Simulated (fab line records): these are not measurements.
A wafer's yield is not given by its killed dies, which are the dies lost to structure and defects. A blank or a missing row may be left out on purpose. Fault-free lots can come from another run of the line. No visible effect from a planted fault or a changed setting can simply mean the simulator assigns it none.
fab line records	flow sky130
record: lots: 6	wafers: 18	last_day: 50
route steps=708 shown VIA3@576 PAD_OPEN@708
lots that met no fault: taken from a fault-free run of the same line
start_h: hours from the record's opening day to when the first of the lot's shown wafers began	wait_h: hours elapsed since this lot's preceding step	" as in the row above	L1.1+2: a row that stands for several wafers	- value missing, or start not given	* or withheld: withheld	< > ~ a bound
route shown NAME@n: a module of which the file shows steps, and the number in the route of the first	usual: mean/standard deviation of fault-free wafers	same: alike in all rows	chamber/n: place in a boat	sites: per-site readings	_std_site: their standard deviation	_edge_site: inner sites' mean taken away from outer sites' mean	radius_mm: how far each site lies from the wafer's centre	mask NAME#n: copy n	behind: the last tool/chamber to shape the wafer	hold: reason for holding the lot/hours on hold/outcome of the hold	device: the n, p or np transistor that did not switch	end of line: the tests these same wafers got at the end of their route	where a step has no rows: the recipe by itself	killed: at the first sort, the dies lost to defects and structure; wafer yield is something else	map: a wafer's dies, marking killed ones x, the rest . and places with no die _
set.NAME: the setting the step ran with; set.NAME@STEP: the setting that earlier step ran with	model.NAME: the simulator's own value behind a step, which no gauge read
certain route steps with their lots: each step a table, each wafer a row
services: a tool's chamber out of use, with start hour (start_h, from the record's first day; less than 0 if before it), hours out, and reason
== steps ==
step: SKY_VIA3_BOW_MEAS_03
recipe: mode: bow
usual: VIA3_BOW: 79/8.2
lot.wafer	tool	chamber	start_h	wait_h	VIA3_BOW[um]
L699.3	film_metro-03	-	949.58	0.3	90
L699.4	"	-	"	"	83
L699.5	"	-	"	"	78
L702.3	film_metro-01	-	972.76	0.2	86
L702.5	"	-	"	"	84
L702.6	"	-	"	"	76
L708.1	film_metro-02	-	1013.06	0.2	78
L708.4	"	-	"	"	75
L708.5	"	-	"	"	71
L711.2	film_metro-01	-	1024.52	0.2	76
L711.4	"	-	"	"	77
L711.6	"	-	"	"	76
L713.2	film_metro-01	-	1037.13	0.2	71
L713.4	"	-	"	"	82
L713.5	"	-	"	"	73
L715.2	film_metro-02	-	1051.42	0.3	77
L715.3	"	-	"	"	83
L715.4	"	-	"	"	80
step: SKY_VIA3_DEHYDRATE_04
recipe: temp_c: 200	time_s: 60
step: SKY_VIA3_HMDS_05
recipe: prime_time_s: 60	prime_temp_c: 120
step: SKY_VIA3_COAT_06
recipe: resist: BARC	temp_c: withheld	time_s: withheld	spin_rpm: 3000	resist_thk_nm: 60
step: SKY_VIA3_COAT_07
recipe: resist: KrF-thick	spin_rpm: 3000	resist_thk_nm: 450
step: SKY_VIA3_SOFTBAKE_08
recipe: temp_c: 100	time_s: 90	resist: KrF-thick
step: SKY_VIA3_EXPOSE_09
recipe: mask_id: VIM3	na: 0.8	source_shape: annular	sigma_inner: 0.55	sigma_outer: 0.85	target_cd_nm: 200	dose_mj: 38
step: SKY_VIA3_PEB_10
recipe: peb_temp_c: withheld	peb_time_s: withheld	resist: KrF-thick
step: SKY_VIA3_DEVELOP_11
recipe: develop_time_s: 60	resist: KrF-thick	dev_temp_c: 21
step: SKY_VIA3_CD_MEAS_12
recipe: target_cd_nm: 200
usual: cd_nm: 199.6/1.4
lot.wafer	tool	chamber	start_h	wait_h	cd_nm
L699.3	cd_sem-01	-	973.35	-	196.7
L699.4	"	-	"	"	198.0
L699.5	"	-	"	"	196.6
L702.3	cd_sem-01	-	995.97	-	199.9
L702.5	"	-	"	"	199.0
L702.6	"	-	"	"	200.3
L708.1	cd_sem-02	-	1036.07	-	198.5
L708.4	"	-	"	"	197.2
L708.5	"	-	"	"	199.7
L711.2	cd_sem-01	-	1046.94	-	200.4
L711.4	"	-	"	"	199.1
L711.6	"	-	"	"	199.0
L713.2	cd_sem-02	-	1058.89	-	199.3
L713.4	"	-	"	"	200.0
L713.5	"	-	"	"	200.2
L715.2	cd_sem-02	-	1073.03	-	200.8
L715.3	"	-	"	"	201.6
L715.4	"	-	"	"	203.2
step: SKY_VIA3_OVL_MEAS_13
usual: VIA3_OVL: 3/6.8
lot.wafer	tool	chamber	start_h	wait_h	VIA3_OVL[nm]
L699.3	overlay-01	-	973.45	0.1	-6
L699.4	"	-	"	"	-8
L699.5	"	-	"	"	-4
L702.3	overlay-02	-	996.06	0.1	-11
L702.5	"	-	"	"	-3
L702.6	"	-	"	"	-2
L708.1	overlay-02	-	1036.19	0.1	-6
L708.4	"	-	"	"	3
L708.5	"	-	"	"	-2
L711.2	overlay-02	-	1047.05	0.1	7
L711.4	"	-	"	"	8
L711.6	"	-	"	"	5
L713.2	overlay-01	-	1059.00	0.1	4
L713.4	"	-	"	"	6
L713.5	"	-	"	"	9
L715.2	overlay-01	-	1073.14	0.1	7
L715.3	"	-	"	"	7
L715.4	"	-	"	"	9
step: SKY_VIA3_ETCH_14
recipe: chemistry: N2/H2	target: BARC	ion_energy_ev: 200	source_w: 500	bias_w: 100	pressure_mtorr: 30	n2_flow_sccm: 100	h2_flow_sccm: 200	stop_on: SiO2	time_s: 45.9	target_depth_a: 600
usual: drypump_motor_current_A: 5.79/0.22	oes_product_au: 0.855/0.0047	throttle_valve_pct: 13.225/0.0087
lot.wafer	tool	chamber	start_h	wait_h	drypump_motor_current_A	oes_product_au	rf_hours_counter_h	throttle_valve_pct
L699.3	rie_diel-01	1	973.47	0.0	6.20	0.853	3	13.238
L699.4	"	3	"	"	5.74	0.860	17	13.225
L699.5	"	2	"	"	5.93	0.856	-	13.227
L702.3	rie_diel-03	3	996.09	0.0	5.79	0.859	12	13.238
L702.5	"	0	"	"	6.00	0.860	-	13.216
L702.6	"	1	"	"	5.53	0.860	-	13.224
L708.1	rie_diel-03	2	1036.23	0.0	5.66	0.853	12	13.217
L708.4	"	3	"	"	5.79	0.858	-	13.222
L708.5	"	0	"	"	6.01	0.848	-	13.241
L711.2	rie_diel-03	0	1047.08	0.0	6.01	0.854	6	13.230
L711.4	"	3	"	"	5.76	0.853	-	13.220
L711.6	"	0	"	"	6.01	0.855	-	13.231
L713.2	rie_diel-04	0	1059.03	0.0	5.82	0.857	3	13.221
L713.4	"	1	"	"	6.07	0.856	21	13.219
L713.5	"	1	"	"	6.04	0.851	-	13.212
L715.2	rie_diel-04	1	1073.17	0.0	6.05	0.853	21	13.225
L715.3	"	3	"	"	5.58	0.854	10	13.230
L715.4	"	0	"	"	5.81	0.855	3	13.217
step: SKY_VIA3_ETCH_15
recipe: target: SiO2	chemistry: C4F8/O2/Ar	target_depth_nm: 507	stop_on: TiN	mask_material: KrF-thick	source_w: 1500	bias_w: 1200	pressure_mtorr: 40	c4f8_flow_sccm: withheld	O2_flow_sccm: 6	Ar_flow_sccm: 300	time_s: 78
usual: oes_product_au: 0.945/0.0044
lot.wafer	tool	chamber	start_h	wait_h	oes_product_au	rf_hours_counter_h	model.etch.depth_nm	model.VIA3.feature_depth_nm	model.KrF-thick_of_VIA3_COAT_07.thk_nm
L699.3	rie_diel-01	1	973.51	0.0	0.947	3	464.8	464.8	292.4
L699.4	"	3	"	"	0.938	17	465.1	465.1	295.1
L699.5	"	2	"	"	0.941	-	464.2	464.2	290
L702.3	rie_diel-03	3	996.13	0.0	0.938	12	463.7	463.7	289.7
L702.5	"	0	"	"	0.941	-	464	464	290.2
L702.6	"	1	"	"	0.947	-	465.3	465.3	287.6
L708.1	rie_diel-03	2	1036.27	0.0	0.943	12	463.6	463.6	294
L708.4	"	3	"	"	0.746	-	292.7	292.7	334.3
L708.5	"	0	"	"	0.937	-	464.1	464.1	293.3
L711.2	rie_diel-03	0	1047.12	0.0	0.733	6	292.2	292.2	334.3
L711.4	"	3	"	"	0.735	-	295	295	334.9
L711.6	"	0	"	"	0.727	-	291.8	291.8	335
L713.2	rie_diel-04	0	1059.07	0.0	0.944	3	463.4	463.4	293.1
L713.4	"	1	"	"	0.947	21	463.1	463.1	291.5
L713.5	"	1	"	"	0.943	-	463.9	463.9	291.4
L715.2	rie_diel-04	1	1073.21	0.0	0.949	21	464.7	464.7	290.7
L715.3	"	3	"	"	0.943	10	464.6	464.6	295.7
L715.4	"	0	"	"	0.947	3	464.3	464.3	291.6
step: SKY_VIA3_STRIP_16
recipe: chemistry: O2/N2	power_w: 1400	pressure_mtorr: 1500	platen_temp_c: withheld	o2_flow_sccm: 3000	n2_flow_sccm: 300	overash_fraction: 0.5
usual: drypump_motor_current_A: 5.5/0.47	oes_product_au: 0.402/0.0043	strip_time_to_endpoint_s: 4.141/0.025
same: overash_fraction: 0.5
lot.wafer	tool	chamber	start_h	wait_h	drypump_motor_current_A	oes_product_au	rf_hours_counter_h	strip_time_to_endpoint_s
L699.3	plasma_asher-04	0	973.60	0.1	5.0	0.400	-	4.149
L699.4	"	1	"	"	5.9	0.406	-	4.174
L699.5	"	1	"	"	5.9	0.401	-	4.114
L702.3	plasma_asher-01	0	996.22	0.1	5.8	0.398	-	4.112
L702.5	"	0	"	"	5.8	0.397	-	4.123
L702.6	"	1	"	"	4.9	0.405	-	4.101
L708.1	plasma_asher-01	1	1036.33	0.0	4.9	0.414	65	4.161
L708.4	"	1	"	"	4.9	0.419	-	4.596
L708.5	"	0	"	"	5.8	0.404	-	4.158
L711.2	plasma_asher-04	0	1047.18	0.0	5.0	0.419	121	4.585
L711.4	"	0	"	"	5.0	0.425	-	4.580
L711.6	"	1	"	"	5.9	0.428	-	4.586
L713.2	plasma_asher-03	1	1059.13	0.0	5.6	0.393	32	4.155
L713.4	"	0	"	"	6.2	0.412	-	4.131
L713.5	"	0	"	"	6.2	0.405	-	4.125
L715.2	plasma_asher-04	0	1073.27	0.0	5.1	0.400	1	4.118
L715.3	"	0	"	"	5.0	0.401	-	4.160
L715.4	"	1	"	"	5.9	0.396	-	4.115
step: SKY_VIA3_STRIP_17
recipe: chemistry: post_etch_residue_remover	time_s: 1200	temp_c: 72.5
step: SKY_PAD_OPEN_PROBE_99
usual: defect_limited_yield: 82.3/1.9	killed_at_M0_to_M3: 44/6.5	killed_at_M4_up: 3.3/1.9	killed_at_contacts: 24/5.3	killed_at_front_end: 15/4.5	killed_at_other: 0.3/0.58	killed_dies: 87/9.3	killed_on_rim: 17/4.2	killed_open: 48/6.6	killed_short: 39/6.1	sort_bin_3_pad_short: 0.9/0.46	sort_bin_5_function: 10.5/1.6	sort_bin_6_memory: 6.3/1.1	sort_n_pass: 405/9.3	sort_yield_pct: 82.3/1.9
same: gross_dies: 492	killed_at_back_side: 0	sort_bin_4_leakage[%]: 0	sort_bin_8_speed[%]: 0
lot.wafer	tool	chamber	start_h	wait_h	defect_limited_yield[%]	killed_at_M0_to_M3	killed_at_M4_up	killed_at_contacts	killed_at_front_end	killed_at_other	killed_dies	killed_on_rim	killed_open	killed_short	sort_bin_3_pad_short[%]	sort_bin_5_function[%]	sort_bin_6_memory[%]	sort_n_pass	sort_yield_pct[%]
L708.4	prober-02	-	1166.04	0.2	0	453	3	23	12	1	492	96	42	40	0.2	94.3	5.5	0	0
L711.2	prober-01	-	1174.93	0.1	0	462	4	18	8	0	492	96	38	46	1.2	92.9	5.9	0	0
L711.4	prober-01	-	1175.03	0.2	0	453	3	18	18	0	492	96	45	41	0.8	92.9	6.3	0	0
L711.6	prober-01	-	1175.13	0.2	0	444	4	25	19	0	492	96	41	40	1.6	92.3	6.1	0	0
killed by level:class
L708.4 VIA3:area_etch=410 VIA1:geometric_particle:open=13 VIA3:geometric_particle:open=7 CONTACT:geometric_particle:short=7 CONTACT:geometric_particle:open=7 LI_CONTACT:geometric_particle:open=5 POLY_GATE:geometric_particle:short=4 VIA3:geometric_particle:short=4
L711.2 VIA3:area_etch=408 VIA1:geometric_particle:open=13 METAL2:geometric_particle:short=9 METAL1:geometric_particle:short=7 VIA2:geometric_particle:open=7 FIELD_ISO:geometric_particle:short=6 CONTACT:geometric_particle:short=6 VIA1:geometric_particle:short=6
L711.4 VIA3:area_etch=406 VIA1:geometric_particle:open=12 VIA3:geometric_particle:open=9 VIA1:geometric_particle:short=6 POLY_GATE:geometric_particle:short=5 LI_CONTACT:geometric_particle:open=5 POLY_GATE:geometric_particle:open=4 CONTACT:geometric_particle:open=4
L711.6 VIA3:area_etch=411 FIELD_ISO:geometric_particle:short=7 LI_CONTACT:geometric_particle:open=7 CONTACT:geometric_particle:open=7 VIA1:geometric_particle:open=6 VIA3:geometric_particle:open=6 METAL2:geometric_particle:short=5 FIELD_ISO:geometric_particle:open=4
map L708.4 (x killed, . not)
__________xxxxxxxxxx_________
________xxxxxxxxxxxxxx_______
______xxxxxxxxxxxxxxxxxx_____
_____xxxxxxxxxxxxxxxxxxxx____
____xxxxxxxxxxxxxxxxxxxxxx___
___xxxxxxxxxxxxxxxxxxxxxxxx__
__xxxxxxxxxxxxxxxxxxxxxxxxxx_
_xxxxxxxxxxxxxxxxxxxxxxxxxxxx
_xxxxxxxxxxxxxxxxxxxxxxxxxxxx
_xxxxxxxxxxxxxxxxxxxxxxxxxxxx
_xxxxxxxxxxxxxxxxxxxxxxxxxxxx
_xxxxxxxxxxxxxxxxxxxxxxxxxxxx
_xxxxxxxxxxxxxxxxxxxxxxxxxxxx
_xxxxxxxxxxxxxxxxxxxxxxxxxxxx
_xxxxxxxxxxxxxxxxxxxxxxxxxxxx
__xxxxxxxxxxxxxxxxxxxxxxxxxx_
___xxxxxxxxxxxxxxxxxxxxxxxx__
____xxxxxxxxxxxxxxxxxxxxxx___
_____xxxxxxxxxxxxxxxxxxxx____
______xxxxxxxxxxxxxxxxxx_____
________xxxxxxxxxxxxxx_______
__________xxxxxxxxxx_________
map L711.2 (x killed, . not)
__________xxxxxxxxxx_________
________xxxxxxxxxxxxxx_______
______xxxxxxxxxxxxxxxxxx_____
_____xxxxxxxxxxxxxxxxxxxx____
____xxxxxxxxxxxxxxxxxxxxxx___
___xxxxxxxxxxxxxxxxxxxxxxxx__
__xxxxxxxxxxxxxxxxxxxxxxxxxx_
_xxxxxxxxxxxxxxxxxxxxxxxxxxxx
_xxxxxxxxxxxxxxxxxxxxxxxxxxxx
_xxxxxxxxxxxxxxxxxxxxxxxxxxxx
_xxxxxxxxxxxxxxxxxxxxxxxxxxxx
_xxxxxxxxxxxxxxxxxxxxxxxxxxxx
_xxxxxxxxxxxxxxxxxxxxxxxxxxxx
_xxxxxxxxxxxxxxxxxxxxxxxxxxxx
_xxxxxxxxxxxxxxxxxxxxxxxxxxxx
__xxxxxxxxxxxxxxxxxxxxxxxxxx_
___xxxxxxxxxxxxxxxxxxxxxxxx__
____xxxxxxxxxxxxxxxxxxxxxx___
_____xxxxxxxxxxxxxxxxxxxx____
______xxxxxxxxxxxxxxxxxx_____
________xxxxxxxxxxxxxx_______
__________xxxxxxxxxx_________
== services ==
tool	chamber	start_h	hours	kind
rie_diel-04	0	960.34	-	clean
rie_diel-04	0	960.34	17.5	scheduled_down
rie_diel-04	0	960.34	17.5	vent_cycle
rie_diel-01	2	977.68	33.4	repair
plasma_asher-01	-	982.33	1.3	repair
rie_diel-04	-	986.23	0.2	repair
rie_diel-01	1	992.39	5.0	repair
rie_diel-04	3	1006.74	11.1	repair
plasma_asher-04	-	1013.77	15.6	pm
plasma_asher-03	-	1019.86	2.2	repair
rie_diel-03	1	1028.00	19.8	repair
plasma_asher-04	-	1042.40	0.6	repair
plasma_asher-04	-	1055.25	9.0	pm
plasma_asher-04	0	1055.25	9.0	vent_cycle
plasma_asher-04	1	1055.25	9.0	vent_cycle
plasma_asher-04	0	1064.25	-	clean
plasma_asher-04	1	1064.25	-	clean
== key ==
first_sign: step: SKY_VIA3_ETCH_15	reading: oes_product_au	direction: down	sigmas: 48	usual: 0.945	struck: 0.736
effect: step: SKY_VIA3_STRIP_16	reading: strip_time_to_endpoint_s	direction: up	sigmas: 18	usual: *	struck: *
effect: step: SKY_PAD_OPEN_PROBE_99	reading: killed_at_M0_to_M3	direction: up	sigmas: 63	usual: 44	struck: 453
model_effect: step: SKY_VIA3_ETCH_15	value: etch.depth_nm	without: 466.1	struck: 292.9
more_kills_born_at: SKY_VIA3_ETCH_15@rie_diel-03: 1635
met_at SKY_VIA3_ETCH_15
struck_wafers L708.4,L711.2,L711.4,L711.6
later_rows_left_out L708.4,L711.2,L711.4,L711.6
onset_between 996.13 1036.27
fault: kind: process_parameter_drift	tool: rie_diel-03	chamber: -	onset_h: 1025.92	steps: SKY_VIA3_ETCH_15	channel: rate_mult	offset: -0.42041	shape: step	end_h: 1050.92	scope: struck_wafers_only
later_rows_left_out: the simulator's readings of these wafers behind a module that went badly wrong aren't trusted and aren't shown, but for the sort
